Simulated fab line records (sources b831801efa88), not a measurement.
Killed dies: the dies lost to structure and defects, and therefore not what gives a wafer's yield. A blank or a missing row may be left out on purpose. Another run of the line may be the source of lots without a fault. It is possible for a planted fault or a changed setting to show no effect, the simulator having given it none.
fab line records | flow sky130
[record] lots = 7 wafers = 21 lastDay = 50
route steps=708 shown POLY_GATE@234 LDD_N@237 LDD_P@255 PAD_OPEN@708
lots that met no fault: taken from a fault-free run of the same line
startH: start of the lot's first displayed wafer, in hours after the record's first day | waitH: time in hours since the lot's previous step | " the same as in the row above | L1.1+2: a single row standing in for several wafers | - value missing, or start not given | * or withheld: withheld | < > ~ a bound
route shown NAME@n: a module of which the file shows steps, and the number in the route of the first | usual: the fault-free wafers' mean and standard deviation | same: alike in all rows | chamber/n: place in a boat | sites: per-site readings | _std_site: their standard deviation | _edge_site: mean of outer sites minus mean of inner sites | radiusMm: for every site, how far away it sits from the centre of the wafer | mask NAME#n: copy n | behind: the most recent tool/chamber to have shaped the wafer | hold: why the lot was held/for how many hours/how that ended | device: names the non-switching transistor (n, p or np) | end of line: at the end of the route, the tests of the same wafers | where a step has no rows: the recipe by itself | killed: the dies lost at the first sort to structure and to defects; this is not the yield of the wafer | map: the dies of a wafer, with x for killed, . for not killed, _ for no die there
set.NAME: the run value of the setting; set.NAME@STEP: its run value at that earlier step | model.NAME: the simulator's own value behind a step, which no gauge read
lots seen at some steps along the route; tables by step, rows by wafer
services: when a tool's chamber went out of use (startH, in hours from the record's first day, below 0 if earlier), for how many hours, and the reason
[[steps]]
[step SKY_POLY_GATE_OXIDATION_20]
[recipe] tempC = 850 ambient = O2 stabiliseS = 600 purgeS = 300 targetThkA = 40 oxTimeS = 899
[step SKY_POLY_GATE_THK_MEAS_21]
[recipe] reads = SiO2_of_POLY_GATE_OXIDATION_20
[usual] POLY_GATE_OXIDATION_THK = 3.97/0.069
// columns lot.wafer tool chamber startH waitH POLY_GATE_OXIDATION_THK[nm]
L748.4 filmMetro-03 - 399.37 0.0 3.99
L748.5 " - " " 3.96
L748.6 " - " " 3.99
L753.1 filmMetro-01 - 443.43 0.0 3.91
L753.3 " - " " 3.97
L753.5 " - " " 4.01
L754.1 filmMetro-03 - 448.75 0.0 3.93
L754.2 " - " " 4.04
L754.4 " - " " 4.00
L755.1 filmMetro-04 - 454.99 0.0 3.98
L755.2 " - " " 4.02
L755.4 " - " " 3.99
L760.3 filmMetro-04 - 501.77 0.0 3.96
L760.4 " - " " 3.98
L760.5 " - " " 4.02
L767.1 filmMetro-03 - 550.08 0.0 4.01
L767.3 " - " " 4.04
L767.4 " - " " 3.97
L768.3 filmMetro-01 - 562.46 0.0 4.00
L768.4 " - " " 3.99
L768.5 " - " " 4.02
[step SKY_POLY_GATE_CD_MEAS_22]
[usual] cdNm = 150.7/1.7
// columns lot.wafer tool chamber startH waitH cdNm
L748.4 cdSem-02 - 399.48 0.1 151.7
L748.5 " - " " 149.8
L748.6 " - " " 149.3
L753.1 cdSem-01 - 443.49 0.1 149.9
L753.3 " - " " 151.7
L753.5 " - " " 147.9
L754.1 cdSem-01 - 448.81 0.1 150.1
L754.2 " - " " 150.4
L754.4 " - " " 152.7
L755.1 cdSem-02 - 455.05 0.1 151.2
L755.2 " - " " 150.7
L755.4 " - " " 150.4
L760.3 cdSem-02 - 501.86 0.1 150.8
L760.4 " - " " 151.6
L760.5 " - " " 150.3
L767.1 cdSem-01 - 550.14 0.1 154.0
L767.3 " - " " 152.2
L767.4 " - " " 151.6
L768.3 cdSem-02 - 562.56 0.1 152.2
L768.4 " - " " 152.0
L768.5 " - " " 153.0
[step SKY_LDD_N_DEHYDRATE_00]
[recipe] tempC = 200 timeS = 60
[step SKY_LDD_N_HMDS_01]
[recipe] primeTimeS = 60 primeTempC = 120
[step SKY_LDD_N_COAT_02]
[recipe] resist = NOVOLAK spinRpm = 3000 resistThkNm = 300
[step SKY_LDD_N_SOFTBAKE_03]
[recipe] tempC = 90 timeS = 60 resist = NOVOLAK
[step SKY_LDD_N_EXPOSE_04]
[recipe] maskId = NTM targetCdNm = 840 na = 0.6 sourceShape = conventional sigmaOuter = 0.6 doseMj = 110
[step SKY_LDD_N_PEB_05]
[recipe] tempC = withheld timeS = * resist = NOVOLAK
[step SKY_LDD_N_DEVELOP_06]
[recipe] developTimeS = 60 devTempC = 23
[step SKY_LDD_N_OVL_MEAS_07]
[usual] LDD_N_OVL = -0.1/1.3
// columns lot.wafer tool chamber startH waitH LDD_N_OVL[nm]
L748.4 overlay-02 - 429.62 0.1 -1.9
L748.5 " - " " 0.0
L748.6 " - " " -2.5
L753.1 overlay-02 - 475.43 0.1 0.2
L753.3 " - " " 0.3
L753.5 " - " " 0.9
L754.1 overlay-01 - 479.70 0.1 -1.4
L754.2 " - " " 1.1
L754.4 " - " " -0.9
L755.1 overlay-01 - 486.28 0.1 0.2
L755.2 " - " " 1.1
L755.4 " - " " 0.6
L760.3 overlay-02 - 532.78 0.1 2.0
L760.4 " - " " 0.9
L760.5 " - " " 2.0
L767.1 overlay-02 - 579.48 0.1 -1.5
L767.3 " - " " 0.5
L767.4 " - " " -0.7
L768.3 overlay-01 - 591.98 0.1 1.5
L768.4 " - " " 0.5
L768.5 " - " " 0.2
[step SKY_LDD_N_IMPLANT_08]
[recipe] species = As energyKev = 20 doseCm2 = 7.5e+13 tiltDeg = withheld rotationDeg = 23
[step SKY_LDD_N_IMPLANT_09]
[recipe] species = As energyKev = 20 doseCm2 = 7.5e+13 tiltDeg = withheld rotationDeg = 113
[usual] beamOnS = 10.04/0.21 doseIonsCm2 = 7.501e+13/7.4e+10 faradayCurrentUA = 421/8.8 rotationDeg = 113.00/0.033
// columns lot.wafer tool chamber startH waitH beamOnS doseIonsCm2 faradayCurrentUA rotationDeg
L748.4 implanter-02 0 429.86 0.1 10.15 7.503e+13 418 112.98
L748.5 " 0 " " 9.83 7.509e+13 431 112.95
L748.6 " 0 " " 9.86 7.51e+13 427 112.96
L753.1 implanter-03 0 475.62 0.1 15.22 1.2997e+14 483 112.98
L753.3 " 0 " " 16.26 1.2998e+14 449 112.96
L753.5 " 0 " " 14.89 1.2985e+14 492 113.00
L754.1 implanter-03 0 479.89 0.1 15.46 1.2997e+14 473 113.00
L754.2 " 0 " " 15.56 1.2992e+14 469 112.99
L754.4 " 0 " " 15.15 1.2999e+14 484 113.00
L755.1 implanter-03 0 486.47 0.1 15.39 1.3003e+14 476 112.96
L755.2 " 0 " " 15.59 1.3009e+14 472 112.95
L755.4 " 0 " " 15.30 1.2985e+14 478 112.97
L760.3 implanter-01 0 533.00 0.1 10.36 7.487e+13 407 112.97
L760.4 " 0 " " 10.17 7.485e+13 415 113.01
L760.5 " 0 " " 10.07 7.494e+13 422 112.99
L767.1 implanter-01 0 579.67 0.1 10.17 7.496e+13 416 112.97
L767.3 " 0 " " 9.85 7.505e+13 429 113.04
L767.4 " 0 " " 10.29 7.512e+13 410 113.04
L768.3 implanter-03 0 592.20 0.1 10.22 7.492e+13 414 113.04
L768.4 " 0 " " 9.89 7.498e+13 425 113.02
L768.5 " 0 " " 10.42 7.493e+13 406 113.06
[step SKY_LDD_N_IMPLANT_10]
[recipe] species = As energyKev = 20 doseCm2 = 7.5e+13 tiltDeg = withheld rotationDeg = 203
[step SKY_LDD_N_IMPLANT_11]
[recipe] species = As energyKev = 20 doseCm2 = 7.5e+13 tiltDeg = withheld rotationDeg = 293
[step SKY_LDD_N_IMPLANT_12]
[recipe] species = BF2 energyKev = 50 doseCm2 = 5e+12 tiltDeg = 30 rotationDeg = 0
[step SKY_LDD_N_IMPLANT_13]
[recipe] species = BF2 energyKev = 50 doseCm2 = 5e+12 tiltDeg = 30 rotationDeg = 90
[step SKY_LDD_N_IMPLANT_14]
[recipe] species = BF2 energyKev = 50 doseCm2 = 5e+12 tiltDeg = 30 rotationDeg = 180
[step SKY_LDD_N_IMPLANT_15]
[recipe] species = BF2 energyKev = 50 doseCm2 = 5e+12 tiltDeg = 30 rotationDeg = 270
[step SKY_LDD_N_STRIP_16]
[recipe] chemistry = O2/N2 powerW = 1400 pressureMtorr = 1500 platenTempC = withheld o2FlowSccm = 3000 n2FlowSccm = 300 overashFraction = 0.5
[usual] drypumpMotorCurrentA = 5.5/0.34 o2FlowSccm = 2999/8.6 oesProductAu = 0.406/0.0048 stripTimeToEndpointS = 4.318/0.015
// columns lot.wafer tool chamber startH waitH drypumpMotorCurrentA o2FlowSccm oesProductAu rfHoursCounterH stripTimeToEndpointS
L748.4 plasmaAsher-02 0 430.87 0.1 6.0 3000 0.407 - 4.334
L748.5 " 1 " " 5.3 2998 0.403 - 4.339
L748.6 " 0 " " 6.0 2999 0.413 - 4.311
L753.1 plasmaAsher-01 0 476.67 0.1 5.4 2989 0.408 66 4.472
L753.3 " 1 " " 4.9 3005 0.407 - 4.469
L753.5 " 1 " " 4.9 2996 0.405 - 4.489
L754.1 plasmaAsher-03 0 480.94 0.1 5.6 2984 0.398 35 4.493
L754.2 " 1 " " 5.7 2995 0.406 35 4.467
L754.4 " 1 " " 5.7 3000 0.408 - 4.453
L755.1 plasmaAsher-03 1 487.52 0.1 5.7 3020 0.403 36 4.480
L755.2 " 0 " " 5.6 3000 0.400 36 4.463
L755.4 " 0 " " 5.6 3006 0.400 - 4.460
L760.3 plasmaAsher-03 1 534.03 0.1 5.7 2987 0.408 - 4.290
L760.4 " 0 " " 5.6 2995 0.409 - 4.333
L760.5 " 1 " " 5.7 2996 0.409 - 4.303
L767.1 plasmaAsher-02 0 580.72 0.1 6.0 3006 0.406 15 4.319
L767.3 " 1 " " 5.4 3012 0.406 - 4.297
L767.4 " 0 " " 6.0 3007 0.395 - 4.293
L768.3 plasmaAsher-01 1 593.23 0.1 4.9 3012 0.408 - 4.304
L768.4 " 0 " " 5.4 3004 0.408 - 4.342
L768.5 " 0 " " 5.4 3002 0.401 - 4.294
[step SKY_LDD_N_TW_MEAS_17]
[usual] LDD_N_TW = 2582/27
// columns lot.wafer tool chamber startH waitH LDD_N_TW
L748.4 filmMetro-03 - 430.97 0.1 2559
L748.5 " - " " 2556
L748.6 " - " " 2552
L753.1 filmMetro-02 - 476.77 0.1 2683
L753.3 " - " " 2692
L753.5 " - " " 2675
L754.1 filmMetro-03 - 481.04 0.1 2642
L754.2 " - " " 2636
L754.4 " - " " 2639
L755.1 filmMetro-02 - 487.62 0.1 2687
L755.2 " - " " 2681
L755.4 " - " " 2692
L760.3 filmMetro-03 - 534.12 0.1 2570
L760.4 " - " " 2560
L760.5 " - " " 2559
L767.1 filmMetro-04 - 580.82 0.1 2609
L767.3 " - " " 2619
L767.4 " - " " 2618
L768.3 filmMetro-03 - 593.32 0.1 2563
L768.4 " - " " 2545
L768.5 " - " " 2544
[step SKY_LDD_P_DEHYDRATE_00]
[recipe] tempC = 200 timeS = 60
[step SKY_PAD_OPEN_PROBE_99]
[usual] killed_at_M0_to_M3 = 43/6.9 killed_at_M4_up = 3.1/1.8 killedAtContacts = 24/5.1 killedAtFrontEnd = 15/4.8 killedAtOther = 0.3/0.48 killedDies = 86/8.9 killedOpen = 47/6.8 killedShort = 39/6.3
[same] grossDies = 492 killedAtBackSide = 0
// columns lot.wafer tool chamber startH waitH killed_at_M0_to_M3 killed_at_M4_up killedAtContacts killedAtFrontEnd killedAtOther killedDies killedOpen killedShort model.etest.tipN.rsOhmSq
L748.4 prober-02 - 1097.16 0.2 51 2 19 14 0 86 48 38 448.5
L748.5 prober-02 - 1097.21 0.2 46 5 26 12 0 89 55 34 448.9
L748.6 prober-02 - 1097.26 0.2 49 7 29 10 0 95 56 39 447.7
L753.1 prober-01 - 1126.28 0.1 53 3 24 21 0 101 55 46 398.8
L753.3 prober-01 - 1126.38 0.2 40 2 28 12 0 82 41 41 402.7
L753.5 prober-01 - 1126.48 0.2 25 3 25 15 1 69 40 29 396.6
L754.1 prober-01 - 1127.28 0.1 35 4 26 14 0 79 40 38 396.8
L754.2 prober-01 - 1127.33 0.1 50 2 25 13 0 90 52 37 395.7
L754.4 prober-01 - 1127.43 0.2 52 2 28 6 0 88 47 41 392.2
L755.1 prober-01 - 1128.22 0.1 29 2 23 20 0 74 36 38 398.8
L755.2 prober-01 - 1128.27 0.1 46 7 15 19 0 87 44 43 398.9
L755.4 prober-01 - 1128.37 0.2 43 2 22 15 0 82 44 38 398
L760.3 prober-01 - 1163.85 0.2 48 4 20 10 0 82 41 41 441.3
L760.4 prober-01 - 1163.90 0.2 40 5 32 14 0 91 57 33 437.9
L760.5 prober-01 - 1163.95 0.2 32 1 25 27 0 85 51 33 437.9
// killed by level:class
L748.4 VIA1:geometricParticle:open=17 VIA3:geometricParticle:open=8 METAL2:geometricParticle:short=7 LI_CONTACT:geometricParticle:open=6 FIELD_ISO:geometricParticle:short=4 POLY_GATE:geometricParticle:open=4 LOCAL_INTERCONNECT:geometricParticle:short=4 CONTACT:geometricParticle:open=4
L748.5 CONTACT:geometricParticle:open=11 VIA3:geometricParticle:open=10 VIA1:geometricParticle:open=8 LI_CONTACT:geometricParticle:open=7 METAL1:geometricParticle:short=7 VIA2:geometricParticle:open=6 METAL4:geometricParticle:short=4 VIA1:geometricParticle:short=4
L748.6 VIA3:geometricParticle:open=10 VIA2:geometricParticle:open=9 LI_CONTACT:geometricParticle:open=8 VIA1:geometricParticle:open=8 CONTACT:geometricParticle:short=7 CONTACT:geometricParticle:open=7 METAL2:geometricParticle:short=5 METAL4:geometricParticle:short=5
L753.1 VIA3:geometricParticle:open=13 VIA2:geometricParticle:open=10 FIELD_ISO:geometricParticle:short=7 LOCAL_INTERCONNECT:geometricParticle:short=7 LI_CONTACT:geometricParticle:open=7 VIA1:geometricParticle:open=7 FIELD_ISO:geometricParticle:open=6 METAL1:geometricParticle:short=6
L753.3 CONTACT:geometricParticle:open=10 VIA1:geometricParticle:open=9 METAL3:geometricParticle:short=7 LI_CONTACT:geometricParticle:open=6 CONTACT:geometricParticle:short=6 VIA2:geometricParticle:open=6 VIA1:geometricParticle:short=4 FIELD_ISO:geometricParticle:open=3
L753.5 CONTACT:geometricParticle:open=15 METAL2:geometricParticle:short=8 LI_CONTACT:geometricParticle:open=7 FIELD_ISO:geometricParticle:open=4 POLY_GATE:geometricParticle:short=4 VIA1:geometricParticle:open=4 METAL1:geometricParticle:short=4 VIA2:geometricParticle:open=4
L754.1 VIA1:geometricParticle:open=12 CONTACT:geometricParticle:open=9 METAL1:geometricParticle:short=7 FIELD_ISO:geometricParticle:open=6 LI_CONTACT:geometricParticle:short=5 LOCAL_INTERCONNECT:geometricParticle:short=4 CONTACT:geometricParticle:short=4 FIELD_ISO:geometricParticle:short=3
L754.2 VIA1:geometricParticle:open=21 LI_CONTACT:geometricParticle:open=8 VIA1:geometricParticle:short=7 VIA3:geometricParticle:open=6 CONTACT:geometricParticle:open=6 CONTACT:geometricParticle:short=6 POLY_GATE:geometricParticle:short=3 METAL1:geometricParticle:short=3
L754.4 VIA1:geometricParticle:open=13 VIA1:geometricParticle:short=9 LI_CONTACT:geometricParticle:open=8 METAL1:geometricParticle:short=7 CONTACT:geometricParticle:open=6 VIA2:geometricParticle:open=6 VIA3:geometricParticle:open=6 CONTACT:geometricParticle:short=5
L755.1 VIA1:geometricParticle:open=8 CONTACT:geometricParticle:open=7 LI_CONTACT:geometricParticle:open=6 FIELD_ISO:geometricParticle:open=5 POLY_GATE:geometricParticle:short=5 CONTACT:geometricParticle:short=5 FIELD_ISO:geometricParticle:short=4 POLY_GATE:geometricParticle:open=4
L755.2 VIA3:geometricParticle:open=9 CONTACT:geometricParticle:open=7 FIELD_ISO:geometricParticle:open=6 VIA1:geometricParticle:short=6 METAL2:geometricParticle:short=6 VIA1:geometricParticle:open=6 POLY_GATE:geometricParticle:short=4 METAL1:geometricParticle:short=4
L755.4 VIA1:geometricParticle:open=10 LI_CONTACT:geometricParticle:open=9 VIA3:geometricParticle:open=9 FIELD_ISO:geometricParticle:short=5 FIELD_ISO:geometricParticle:open=4 LI_CONTACT:geometricParticle:short=4 METAL2:geometricParticle:short=4 CONTACT:geometricParticle:open=4
L760.3 METAL2:geometricParticle:short=12 VIA3:geometricParticle:open=9 VIA1:geometricParticle:open=8 CONTACT:geometricParticle:open=6 LI_CONTACT:geometricParticle:open=6 CONTACT:geometricParticle:short=5 VIA1:geometricParticle:short=5 FIELD_ISO:geometricParticle:open=4
L760.4 CONTACT:geometricParticle:open=17 VIA3:geometricParticle:open=7 LI_CONTACT:geometricParticle:open=7 VIA1:geometricParticle:open=6 METAL2:geometricParticle:short=6 FIELD_ISO:geometricParticle:short=4 FIELD_ISO:geometricParticle:open=4 VIA2:geometricParticle:open=4
L760.5 FIELD_ISO:geometricParticle:short=11 CONTACT:geometricParticle:open=11 VIA2:geometricParticle:open=7 VIA1:geometricParticle:open=6 VIA3:geometricParticle:open=6 POLY_GATE:geometricParticle:open=5 CONTACT:geometricParticle:short=5 LI_CONTACT:geometricParticle:open=5
[[services]]
// columns tool chamber startH hours kind
plasmaAsher-01 - 408.61 0.6 repair
plasmaAsher-02 - 421.25 9.0 pm
plasmaAsher-02 0 421.25 9.0 ventCycle
plasmaAsher-02 1 421.25 9.0 ventCycle
plasmaAsher-02 0 430.25 - clean
plasmaAsher-02 1 430.25 - clean
implanter-03 - 448.23 2.5 repair
implanter-03 - 489.25 5.9 repair
implanter-02 - 529.13 3.2 pm
implanter-03 - 539.53 0.6 repair
[[key]]
[firstSign] step = SKY_LDD_N_IMPLANT_09 reading = doseIonsCm2 direction = up sigmas = 99+ usual = * struck = *
[effect] step = SKY_LDD_N_IMPLANT_09 reading = beamOnS direction = up sigmas = 25 usual = 10.04 struck = 15.43
[effect] step = SKY_LDD_N_STRIP_16 reading = stripTimeToEndpointS direction = up sigmas = 10 usual = * struck = *
[effect] step = SKY_LDD_N_TW_MEAS_17 reading = LDD_N_TW direction = up sigmas = 3.2 usual = 2582 struck = 2670
[modelEffect] step = SKY_PAD_OPEN_PROBE_99 value = etest.tipN.rsOhmSq without = 439.4 struck = 397.6
metAt SKY_LDD_N_IMPLANT_09
struckWafers L753.1,L753.3,L753.5,L754.1,L754.2,L754.4,L755.1,L755.2,L755.4
testerLeftOut L753,L754,L755
[fault] kind = processParameterDrift tool = implanter-03 chamber = - onsetH = 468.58 steps = SKY_LDD_N_IMPLANT_09 channel = doseCm2 offset = * shape = step endH = 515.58 actsIn = * stated = *
// testerLeftOut: of these lots the tester's yield and bins aren't shown, on N5 and GAA mostly nor the transistor test; their killed dies are dies lost to structure and defects alone, not to doping, threshold or leakage, so they don't give the yield
